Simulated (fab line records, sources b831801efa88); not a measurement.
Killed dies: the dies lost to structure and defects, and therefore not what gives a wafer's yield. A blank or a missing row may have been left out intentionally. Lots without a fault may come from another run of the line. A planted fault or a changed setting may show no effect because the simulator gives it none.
Lot-split experiment :: flow sfqLine :: 5 lots, 23 wafers read, on a route of 325 steps

THE SPLIT
At SFQ_TRILAYER_I5_LITHO_COAT_144 (resist thk 650 nm), the setting spinRpm was moved away from the recipe's 3000 rpm on 11 of the 23 wafers read, by -5.8% to +4.3%. This setting was run at the recipe's value on the other wafers.

Between the split and the reading, the file records no step.

THE READING
KrF_of_TRILAYER_I5_LITHO_COAT_144.thkNm (the simulator's own value, which no gauge read), in nm, at SFQ_TRILAYER_I5_BARC_OPEN_VIA_ETCH_200 (etches BARC in O2, target depth 125 nm, time 41.7 s). No usual value for it is given in the file. Across the 12 wafers here that went through the recipe, the average is 573.5 nm and the standard deviation 2.2 nm.

wafer: L074.1
tool, chamber at the split: lithoTrack-02, 0
spinRpm as run, rpm: 3000
against the recipe: recipe
KrF_of_TRILAYER_I5_LITHO_COAT_144.thkNm, nm: 573.3
against lot-mates on the recipe: -

wafer: L074.3
tool, chamber at the split: lithoTrack-02, 0
spinRpm as run, rpm: 3000
against the recipe: recipe
KrF_of_TRILAYER_I5_LITHO_COAT_144.thkNm, nm: 575.5
against lot-mates on the recipe: -

wafer: L074.6
tool, chamber at the split: lithoTrack-02, 0
spinRpm as run, rpm: 3000
against the recipe: recipe
KrF_of_TRILAYER_I5_LITHO_COAT_144.thkNm, nm: 571
against lot-mates on the recipe: -

wafer: L075.2
tool, chamber at the split: lithoTrack-01, 0
spinRpm as run, rpm: 3000
against the recipe: recipe
KrF_of_TRILAYER_I5_LITHO_COAT_144.thkNm, nm: 572.6
against lot-mates on the recipe: -

wafer: L075.3
tool, chamber at the split: lithoTrack-01, 0
spinRpm as run, rpm: 2826
against the recipe: -5.8%
KrF_of_TRILAYER_I5_LITHO_COAT_144.thkNm, nm: 595.6
against lot-mates on the recipe: +20.6

wafer: L075.4
tool, chamber at the split: lithoTrack-01, 0
spinRpm as run, rpm: 3000
against the recipe: recipe
KrF_of_TRILAYER_I5_LITHO_COAT_144.thkNm, nm: 577.4
against lot-mates on the recipe: -

wafer: L075.5
tool, chamber at the split: lithoTrack-01, 0
spinRpm as run, rpm: 2826
against the recipe: -5.8%
KrF_of_TRILAYER_I5_LITHO_COAT_144.thkNm, nm: 594.5
against lot-mates on the recipe: +19.5

wafer: L075.6
tool, chamber at the split: lithoTrack-01, 0
spinRpm as run, rpm: 2826
against the recipe: -5.8%
KrF_of_TRILAYER_I5_LITHO_COAT_144.thkNm, nm: 596.4
against lot-mates on the recipe: +21.4

wafer: L079.1
tool, chamber at the split: lithoTrack-04, 0
spinRpm as run, rpm: 2856
against the recipe: -4.8%
KrF_of_TRILAYER_I5_LITHO_COAT_144.thkNm, nm: 588.7
against lot-mates on the recipe: +17.9

wafer: L079.3
tool, chamber at the split: lithoTrack-04, 0
spinRpm as run, rpm: 3000
against the recipe: recipe
KrF_of_TRILAYER_I5_LITHO_COAT_144.thkNm, nm: 571.6
against lot-mates on the recipe: -

wafer: L079.4
tool, chamber at the split: lithoTrack-04, 0
spinRpm as run, rpm: 2856
against the recipe: -4.8%
KrF_of_TRILAYER_I5_LITHO_COAT_144.thkNm, nm: 586.9
against lot-mates on the recipe: +16.1

wafer: L079.5
tool, chamber at the split: lithoTrack-04, 0
spinRpm as run, rpm: 3000
against the recipe: recipe
KrF_of_TRILAYER_I5_LITHO_COAT_144.thkNm, nm: 570
against lot-mates on the recipe: -

wafer: L079.6
tool, chamber at the split: lithoTrack-04, 0
spinRpm as run, rpm: 2856
against the recipe: -4.8%
KrF_of_TRILAYER_I5_LITHO_COAT_144.thkNm, nm: 590.4
against lot-mates on the recipe: +19.6

wafer: L083.1
tool, chamber at the split: lithoTrack-02, 0
spinRpm as run, rpm: 3000
against the recipe: recipe
KrF_of_TRILAYER_I5_LITHO_COAT_144.thkNm, nm: 575.9
against lot-mates on the recipe: -

wafer: L083.2
tool, chamber at the split: lithoTrack-02, 0
spinRpm as run, rpm: 3129
against the recipe: +4.3%
KrF_of_TRILAYER_I5_LITHO_COAT_144.thkNm, nm: 560.9
against lot-mates on the recipe: -14.5

wafer: L083.3
tool, chamber at the split: lithoTrack-02, 0
spinRpm as run, rpm: 3129
against the recipe: +4.3%
KrF_of_TRILAYER_I5_LITHO_COAT_144.thkNm, nm: 560.2
against lot-mates on the recipe: -15.2

wafer: L083.4
tool, chamber at the split: lithoTrack-02, 0
spinRpm as run, rpm: 3000
against the recipe: recipe
KrF_of_TRILAYER_I5_LITHO_COAT_144.thkNm, nm: 575.1
against lot-mates on the recipe: -

wafer: L083.6
tool, chamber at the split: lithoTrack-02, 0
spinRpm as run, rpm: 3000
against the recipe: recipe
KrF_of_TRILAYER_I5_LITHO_COAT_144.thkNm, nm: 575.3
against lot-mates on the recipe: -

wafer: L084.1
tool, chamber at the split: lithoTrack-04, 0
spinRpm as run, rpm: 3118
against the recipe: +3.9%
KrF_of_TRILAYER_I5_LITHO_COAT_144.thkNm, nm: 558.9
against lot-mates on the recipe: -13.2

wafer: L084.2
tool, chamber at the split: lithoTrack-04, 0
spinRpm as run, rpm: 3118
against the recipe: +3.9%
KrF_of_TRILAYER_I5_LITHO_COAT_144.thkNm, nm: 560.2
against lot-mates on the recipe: -11.9

wafer: L084.3
tool, chamber at the split: lithoTrack-04, 0
spinRpm as run, rpm: 3000
against the recipe: recipe
KrF_of_TRILAYER_I5_LITHO_COAT_144.thkNm, nm: 572.1
against lot-mates on the recipe: -

wafer: L084.4
tool, chamber at the split: lithoTrack-04, 0
spinRpm as run, rpm: 3000
against the recipe: recipe
KrF_of_TRILAYER_I5_LITHO_COAT_144.thkNm, nm: 572.1
against lot-mates on the recipe: -

wafer: L084.5
tool, chamber at the split: lithoTrack-04, 0
spinRpm as run, rpm: 3118
against the recipe: +3.9%
KrF_of_TRILAYER_I5_LITHO_COAT_144.thkNm, nm: 561.5
against lot-mates on the recipe: -10.6

FIT RESULTS
A straight line over all 23 wafers: KrF_of_TRILAYER_I5_LITHO_COAT_144.thkNm changes by -3.42 nm for each +1% of spinRpm; r = -0.98; the points scatter about the line by 2.1 nm.
The same after taking each lot's own level away (the mean of its wafers on the recipe; 23 wafers): -3.46 nm for each +1%; r = -0.99; scatter 1.5 nm.
According to that fit, moving spinRpm by its largest amount changes the reading by 20 nm.
The span of the lots' own levels, 570.80 to 575.43 nm, comes to 2.1 times the standard deviation stated above.
The two slopes agree, so the slope changes little with the lot-to-lot level.
Check: +20.5 nm against its lot-mates is what the line predicts for one of the wafers moved furthest among these (-5.8%) when that wafer is left out of the fit. Against them it came out at +20.6 nm.

THE WHOLE CHAIN: every reading that the file lists as answering this split, in the file's order
step: SFQ_TRILAYER_I5_LITHO_COAT_144
what it does: resist thk 650 nm
reading: KrF_of_TRILAYER_I5_LITHO_COAT_144.thkNm (the simulator's own value, which no gauge read)
change (the file's fit): -3.32 nm for each +1% of the setting
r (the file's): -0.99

step: SFQ_TRILAYER_I5_BARC_OPEN_VIA_ETCH_200
what it does: etches BARC in O2, target depth 125 nm, time 41.7 s
reading: KrF_of_TRILAYER_I5_LITHO_COAT_144.thkNm (the simulator's own value, which no gauge read)
change (the file's fit): -3.47 nm for each +1% of the setting
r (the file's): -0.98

FILE'S OWN FIT
KrF_of_TRILAYER_I5_LITHO_COAT_144.thkNm changes by -3.47 nm for each +1% of spinRpm, r = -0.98.
